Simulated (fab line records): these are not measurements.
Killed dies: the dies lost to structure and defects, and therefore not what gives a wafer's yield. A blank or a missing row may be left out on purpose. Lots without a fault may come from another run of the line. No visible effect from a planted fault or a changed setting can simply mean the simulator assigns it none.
Which tool was responsible? / flow sky130 / Sampling: 14 lots, 42 wafers, 4 of 708 route steps

== WHAT THE GAUGES READ, wafer by wafer ==
SKY_METAL2_CD_MEAS_15: the cd target is 140 nm.
lot=L861; measured=day 35 13:07; on=cdSem-02; cdNm (nm)=140.2 139.7 139.2
lot=L860; measured=day 35 14:25; on=cdSem-01; cdNm (nm)=137.0 137.1 137.3
lot=L863; measured=day 36 03:08; on=cdSem-01; cdNm (nm)=139.0 138.8 138.1
lot=L862; measured=day 36 04:07; on=cdSem-01; cdNm (nm)=142.4 143.4 141.8
lot=L867; measured=day 37 08:51; on=cdSem-01; cdNm (nm)=- - -
lot=L866; measured=day 37 12:10; on=cdSem-02; cdNm (nm)=- - -
lot=L870; measured=day 38 08:49; on=cdSem-02; cdNm (nm)=142.0 140.5 142.9
lot=L875; measured=day 39 20:56; on=cdSem-01; cdNm (nm)=141.6 138.4 140.6
lot=L877; measured=day 40 08:50; on=cdSem-01; cdNm (nm)=137.8 139.0 136.5
lot=L878; measured=day 40 09:47; on=cdSem-02; cdNm (nm)=142.6 140.6 142.6
lot=L879; measured=day 40 19:46; on=cdSem-01; cdNm (nm)=141.2 141.7 141.2
lot=L880; measured=day 40 22:19; on=cdSem-02; cdNm (nm)=141.1 140.1 141.4
lot=L881; measured=day 41 02:55; on=cdSem-01; cdNm (nm)=139.8 138.9 138.6
lot=L882; measured=day 41 08:49; on=cdSem-02; cdNm (nm)=141.5 142.1 142.6

== WHICH TOOL RAN EACH LOT (tool, then ch and the chambers of the sampled wafers, then the start) ==
lot=L861; SKY_VIA1_ETCH_14=rieDiel-01 ch 0,1,3, day 34 09:17; SKY_METAL2_SPUTTER_01=pvdSputter-01, day 34 11:02; SKY_METAL2_DEVELOP_14=lithoTrack-01 ch 0, day 35 12:00
lot=L860; SKY_VIA1_ETCH_14=rieDiel-01 ch 0,2,3, day 34 11:01; SKY_METAL2_SPUTTER_01=pvdSputter-04, day 34 12:26; SKY_METAL2_DEVELOP_14=lithoTrack-03 ch 0, day 35 14:00
lot=L863; SKY_VIA1_ETCH_14=rieDiel-01 ch 0,1,2, day 34 23:40; SKY_METAL2_SPUTTER_01=pvdSputter-04, day 35 01:01; SKY_METAL2_DEVELOP_14=lithoTrack-01 ch 0, day 36 02:00
lot=L862; SKY_VIA1_ETCH_14=rieDiel-01 ch 1,2,3, day 35 00:47; SKY_METAL2_SPUTTER_01=pvdSputter-04, day 35 02:08; SKY_METAL2_DEVELOP_14=lithoTrack-02 ch 0, day 36 03:00
lot=L867; SKY_VIA1_ETCH_14=rieDiel-01 ch 0,1,3, day 36 05:31; SKY_METAL2_SPUTTER_01=pvdSputter-03, day 36 06:52; SKY_METAL2_DEVELOP_14=lithoTrack-02, day 37 08:00
lot=L866; SKY_VIA1_ETCH_14=rieDiel-03 ch 0,1,3, day 36 08:20; SKY_METAL2_SPUTTER_01=pvdSputter-03, day 36 09:41; SKY_METAL2_DEVELOP_14=lithoTrack-02, day 37 12:00
lot=L870; SKY_VIA1_ETCH_14=rieDiel-03 ch 0,2, day 37 05:40; SKY_METAL2_SPUTTER_01=pvdSputter-01, day 37 07:00; SKY_METAL2_DEVELOP_14=lithoTrack-03 ch 0, day 38 08:00
lot=L875; SKY_VIA1_ETCH_14=rieDiel-01 ch 1,2, day 38 19:26; SKY_METAL2_SPUTTER_01=pvdSputter-03, day 38 20:52; SKY_METAL2_DEVELOP_14=lithoTrack-01 ch 0, day 39 20:00
lot=L877; SKY_VIA1_ETCH_14=rieDiel-03 ch 1,2, day 39 07:17; SKY_METAL2_SPUTTER_01=pvdSputter-03, day 39 08:41; SKY_METAL2_DEVELOP_14=lithoTrack-02 ch 0, day 40 08:00
lot=L878; SKY_VIA1_ETCH_14=rieDiel-01 ch 2,3, day 39 07:38; SKY_METAL2_SPUTTER_01=pvdSputter-04, day 39 08:59; SKY_METAL2_DEVELOP_14=lithoTrack-01 ch 0, day 40 09:00
lot=L879; SKY_VIA1_ETCH_14=rieDiel-04 ch 0,1, day 39 17:10; SKY_METAL2_SPUTTER_01=pvdSputter-04, day 39 18:31; SKY_METAL2_DEVELOP_14=lithoTrack-02 ch 0, day 40 19:00
lot=L880; SKY_VIA1_ETCH_14=rieDiel-01 ch 0,2,3, day 39 20:13; SKY_METAL2_SPUTTER_01=pvdSputter-01, day 39 21:34; SKY_METAL2_DEVELOP_14=lithoTrack-03 ch 0, day 40 22:00
lot=L881; SKY_VIA1_ETCH_14=rieDiel-03 ch 1,2,3, day 40 00:44; SKY_METAL2_SPUTTER_01=pvdSputter-03, day 40 02:05; SKY_METAL2_DEVELOP_14=lithoTrack-02 ch 0, day 41 02:00
lot=L882; SKY_VIA1_ETCH_14=rieDiel-03 ch 0,1,3, day 40 06:56; SKY_METAL2_SPUTTER_01=pvdSputter-03, day 40 08:17; SKY_METAL2_DEVELOP_14=lithoTrack-02 ch 0, day 41 08:00
- SKY_VIA1_ETCH_14: etches BARC in N2/H2, stops on SiO2, time 45.9 s, target depth 60 nm.
- SKY_METAL2_SPUTTER_01: material TiN, target thk 20 nm, time 16.7 s.
- SKY_METAL2_DEVELOP_14: develop time 60 s.

== AS READ BY THE TOOLS THEMSELVES (means over the sampled wafers that have a number; for cases with no such wafer, the mark the record gives instead) ==
SKY_VIA1_ETCH_14.
lot=L861; tool=rieDiel-01; drypumpMotorCurrentA (A)=5.6; oesProductAu (a.u.)=0.855; throttleValvePct (%)=13.231
lot=L860; tool=rieDiel-01; drypumpMotorCurrentA (A)=5.4; oesProductAu (a.u.)=0.855; throttleValvePct (%)=13.220
lot=L863; tool=rieDiel-01; drypumpMotorCurrentA (A)=5.9; oesProductAu (a.u.)=0.849; throttleValvePct (%)=13.231
lot=L862; tool=rieDiel-01; drypumpMotorCurrentA (A)=5.6; oesProductAu (a.u.)=0.860; throttleValvePct (%)=13.225
lot=L867; tool=rieDiel-01; drypumpMotorCurrentA (A)=5.6; oesProductAu (a.u.)=0.855; throttleValvePct (%)=13.222
lot=L866; tool=rieDiel-03; drypumpMotorCurrentA (A)=6.1; oesProductAu (a.u.)=0.852; throttleValvePct (%)=13.223
lot=L870; tool=rieDiel-03; drypumpMotorCurrentA (A)=6.1; oesProductAu (a.u.)=0.857; throttleValvePct (%)=13.225
lot=L875; tool=rieDiel-01; drypumpMotorCurrentA (A)=6.1; oesProductAu (a.u.)=0.854; throttleValvePct (%)=13.224
lot=L877; tool=rieDiel-03; drypumpMotorCurrentA (A)=6.0; oesProductAu (a.u.)=0.856; throttleValvePct (%)=13.220
lot=L878; tool=rieDiel-01; drypumpMotorCurrentA (A)=5.3; oesProductAu (a.u.)=0.851; throttleValvePct (%)=13.223
lot=L879; tool=rieDiel-04; drypumpMotorCurrentA (A)=5.4; oesProductAu (a.u.)=0.855; throttleValvePct (%)=13.226
lot=L880; tool=rieDiel-01; drypumpMotorCurrentA (A)=5.4; oesProductAu (a.u.)=0.857; throttleValvePct (%)=13.216
lot=L881; tool=rieDiel-03; drypumpMotorCurrentA (A)=6.0; oesProductAu (a.u.)=0.854; throttleValvePct (%)=13.220
lot=L882; tool=rieDiel-03; drypumpMotorCurrentA (A)=6.1; oesProductAu (a.u.)=0.856; throttleValvePct (%)=13.221

SKY_METAL2_SPUTTER_01.
lot=L861; tool=pvdSputter-01; throttleValvePct (%)=29.5
lot=L860; tool=pvdSputter-04; throttleValvePct (%)=31.6
lot=L863; tool=pvdSputter-04; throttleValvePct (%)=31.0
lot=L862; tool=pvdSputter-04; throttleValvePct (%)=31.2
lot=L867; tool=pvdSputter-03; throttleValvePct (%)=29.9
lot=L866; tool=pvdSputter-03; throttleValvePct (%)=29.0
lot=L870; tool=pvdSputter-01; throttleValvePct (%)=29.6
lot=L875; tool=pvdSputter-03; throttleValvePct (%)=30.8
lot=L877; tool=pvdSputter-03; throttleValvePct (%)=29.8
lot=L878; tool=pvdSputter-04; throttleValvePct (%)=31.3
lot=L879; tool=pvdSputter-04; throttleValvePct (%)=30.8
lot=L880; tool=pvdSputter-01; throttleValvePct (%)=29.7
lot=L881; tool=pvdSputter-03; throttleValvePct (%)=30.2
lot=L882; tool=pvdSputter-03; throttleValvePct (%)=30.7

SKY_METAL2_DEVELOP_14.
lot=L861; tool=lithoTrack-01; chillPlateTempC (C)=22.95
lot=L860; tool=lithoTrack-03; chillPlateTempC (C)=23.04
lot=L863; tool=lithoTrack-01; chillPlateTempC (C)=23.00
lot=L862; tool=lithoTrack-02; chillPlateTempC (C)=22.85
lot=L867; tool=lithoTrack-02; chillPlateTempC (C)=-
lot=L866; tool=lithoTrack-02; chillPlateTempC (C)=-
lot=L870; tool=lithoTrack-03; chillPlateTempC (C)=23.06
lot=L875; tool=lithoTrack-01; chillPlateTempC (C)=22.95
lot=L877; tool=lithoTrack-02; chillPlateTempC (C)=23.07
lot=L878; tool=lithoTrack-01; chillPlateTempC (C)=23.04
lot=L879; tool=lithoTrack-02; chillPlateTempC (C)=23.09
lot=L880; tool=lithoTrack-03; chillPlateTempC (C)=22.96
lot=L881; tool=lithoTrack-02; chillPlateTempC (C)=23.02
lot=L882; tool=lithoTrack-02; chillPlateTempC (C)=23.00

== THE ANSWER, worked out from the rows above alone ==
Rule: the usual values come from the lots themselves. Put in order of their means at a reading, lots are off if they are a third of the lots or fewer, leave a main group of 4 or more, and stand apart from it by a gap of 3 or more times the standard deviation of the main group's means; of several such gaps the widest counts. The tables above print the reading to a certain number of digits; a main group whose means all agree to those digits is not used. Also off: a lot with no number at a reading for which 4 or more lots have one. Where the step has rows for the other lots, those lots are counted as sound. After the gauges, taken in route order, come the tools' own readings; for these a lot's mean is taken, as printed above. The first step at which some lot is off is used, and at that step the reading that is off furthest; a lot without a number counts as furthest.
Off: L867, L866 (SKY_METAL2_CD_MEAS_15, cdNm). Without a number there: L867, L866. Mean 140.3 nm and standard deviation 1.7 in the main group.
If a tool, at a process step before that reading, ran all the lots that are off and no sound lot after the first of them, it fits. Not tried: the gauges at SKY_METAL2_CD_MEAS_15; whatever is off there is also off at SKY_METAL2_DEVELOP_14, on other tools, and gauge error can't account for it. Not one of the candidates tried fits.

== WHAT THE SIMULATOR HAD PUT IN ==
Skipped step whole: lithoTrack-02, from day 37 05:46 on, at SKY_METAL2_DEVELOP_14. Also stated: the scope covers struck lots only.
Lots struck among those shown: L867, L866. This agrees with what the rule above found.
